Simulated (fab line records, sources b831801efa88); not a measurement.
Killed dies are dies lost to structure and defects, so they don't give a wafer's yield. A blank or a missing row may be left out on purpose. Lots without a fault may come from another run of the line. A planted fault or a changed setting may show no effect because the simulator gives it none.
A struck lot beside a sound one | flow sky130 | 42 steps out of a route of 708
Sound: wafers L492.3, L492.4, L492.5. Struck: wafers L506.2, L506.5, L506.6. The cause comes at the end.
At each step with rows: each side's tool, then ch and its chambers, then its first start. Under that, the readings that differ: sound wafers | struck wafers | difference of the means | sigmas: that difference in standard deviations of wafers without a fault.
alike: readings whose means differ by less than 2 such deviations, and words and numbers that are the same on both sides. not compared: withheld readings, readings that some wafer has no value for, bounds like >300 that may hide the same value, and numbers for which the record gives no deviation and whose values overlap.
The two part at a step that has a row with sigmas, a row that says differs or no value, or rows on one side only. Numbers that don't overlap but have no deviation are shown without sigmas and don't part them. A reading that every wafer of one side lacks parts them only if that side has two wafers or more.

SKY_SD_P_OVL_MEAS_08:
  sound on overlay-02, day 25 12:16; struck on overlay-01, day 30 19:44
  alike: SD_P_OVL
then, 1 step without rows for these wafers: SKY_SD_P_IMPLANT_09.
SKY_SD_P_STRIP_10: strips in O2/N2.
  sound on plasma_asher-04 ch 0,1, day 25 12:28; struck on plasma_asher-04 ch 0,1, day 30 19:55
  reading                      | sound             | struck            | difference | sigmas
  strip_time_to_endpoint_s (s) | 17.53 17.53 17.56 | 17.58 17.63 17.63 | +0.07      | +2
  alike: drypump_motor_current_A, oes_product_au
  not compared: rf_hours_counter_h
SKY_SD_P_TW_MEAS_11:
  sound on film_metro-04, day 25 12:33; struck on film_metro-01, day 30 20:02
  alike: SD_P_TW
then, 8 steps without rows for these wafers: SKY_RES_XHIGH_DEHYDRATE_00 (time 60 s); SKY_RES_XHIGH_HMDS_01 (prime time 60 s); SKY_RES_XHIGH_COAT_02 (resist thk 1140 nm); SKY_RES_XHIGH_SOFTBAKE_03 (time 60 s); SKY_RES_XHIGH_EXPOSE_04 (exposes mask URPM, target cd 1270 nm); SKY_RES_XHIGH_PEB_05; SKY_RES_XHIGH_DEVELOP_06 (develop time 60 s); SKY_RES_XHIGH_IMPLANT_07.
SKY_RES_XHIGH_STRIP_08: strips in O2/N2.
  sound on plasma_asher-03 ch 0,1, day 26 17:58; struck on plasma_asher-03 ch 0,1, day 31 22:41
  alike: drypump_motor_current_A, oes_product_au, strip_time_to_endpoint_s
  not compared: rf_hours_counter_h
SKY_RES_XHIGH_TW_MEAS_09:
  sound on film_metro-01, day 26 18:04; struck on film_metro-03, day 31 22:47
  alike: RES_XHIGH_TW
then, 7 steps without rows for these wafers: SKY_SD_N_DEHYDRATE_00 (time 60 s); SKY_SD_N_HMDS_01 (prime time 60 s); SKY_SD_N_COAT_02 (resist thk 1140 nm); SKY_SD_N_SOFTBAKE_03 (time 60 s); SKY_SD_N_EXPOSE_04 (exposes mask NSDM, target cd 380 nm); SKY_SD_N_PEB_05; SKY_SD_N_DEVELOP_06 (develop time 60 s).
SKY_SD_N_CD_MEAS_07: target cd 380 nm.
  sound on cd_sem-02, day 27 22:16; struck on cd_sem-01, day 33 02:14
  reading    | sound             | struck            | difference | sigmas
  cd_nm (nm) | 383.5 382.4 381.8 | 375.8 379.1 378.8 | -4.7       | -2
SKY_SD_N_OVL_MEAS_08:
  sound on overlay-01, day 27 22:22; struck on overlay-01, day 33 02:20
  alike: SD_N_OVL
then, 2 steps without rows for these wafers: SKY_SD_N_IMPLANT_09; SKY_SD_N_IMPLANT_10.
SKY_SD_N_STRIP_11: strips in O2/N2.
  sound on plasma_asher-03 ch 0,1, day 27 22:43; struck on plasma_asher-01 ch 0,1, day 33 02:40
  alike: drypump_motor_current_A, oes_product_au, strip_time_to_endpoint_s
  not compared: rf_hours_counter_h
SKY_SD_N_TW_MEAS_12:
  sound on film_metro-03, day 27 22:49; struck on film_metro-03, day 33 02:47
  alike: SD_N_TW
then, 1 step without rows for these wafers: SKY_SD_N_CLEAN_13 (cleans in SC1/SC2, time 150 s).
SKY_SD_N_RTA_14: time 2 s.
  sound on rtp_anneal-02 ch 0, day 27 22:55; struck on rtp_anneal-02 ch 0, day 33 02:53
  alike: lamp_power_pct, wafer_temp_C_max
SKY_SD_N_RS_MEAS_16: measures by four-point-probe.
  sound on film_metro-01, day 27 23:07; struck on film_metro-01, day 33 03:05
  alike: SD_N_RS
SKY_SD_N_RS_MEAS_17: measures by four-point-probe.
  sound on film_metro-01, day 27 23:14; struck on film_metro-01, day 33 03:12
  alike: SD_P_RS
SKY_SD_N_RS_MEAS_18: measures by four-point-probe.
  sound on film_metro-01, day 27 23:21; struck on film_metro-01, day 33 03:19
  alike: RES_XHIGH_RS
then, 2 steps without rows for these wafers: SKY_SALICIDE_CLEAN_00 (cleans in HF-last, time 30 s); SKY_LI_CONTACT_HDPCVD_00 (deposits PSG, target thk 930 nm, time 155 s).
SKY_LI_CONTACT_THK_MEAS_01:
  sound on film_metro-03, day 27 23:34; struck on film_metro-03, day 33 03:33
  alike: LI_CONTACT_HDPCVD_THK
SKY_LI_CONTACT_CMP_02: polishes PSG.
  sound on cmp-01 ch 1,2,3, day 27 23:37; struck on cmp-02 ch 0,2,3, day 33 03:42
  alike: motor_current_A, time_to_endpoint_s
SKY_LI_CONTACT_BOW_MEAS_03:
  sound on film_metro-01, day 27 23:57; struck on film_metro-04, day 33 03:55
  alike: LI_CONTACT_BOW
then, 4 steps without rows for these wafers: SKY_LI_CONTACT_DEHYDRATE_04 (time 60 s); SKY_LI_CONTACT_HMDS_05 (prime time 60 s); SKY_LI_CONTACT_COAT_06 (resist thk 60 nm); SKY_LI_CONTACT_COAT_07 (resist thk 450 nm).
-- the record jumps here: 16 days lie between the struck wafers' starts before and after (it left off in module LI_CONTACT and takes up again in module PAD_OPEN, whose first step shown is number 708 of the route) --
SKY_PAD_OPEN_PROBE_99:
  the record has rows for the struck wafers here (prober-02, day 49 15:30) and none for the sound ones

WHERE THEY PART
First at SKY_SD_P_STRIP_10; last, within this record, at SKY_PAD_OPEN_PROBE_99.

WHY: what the simulator had put in
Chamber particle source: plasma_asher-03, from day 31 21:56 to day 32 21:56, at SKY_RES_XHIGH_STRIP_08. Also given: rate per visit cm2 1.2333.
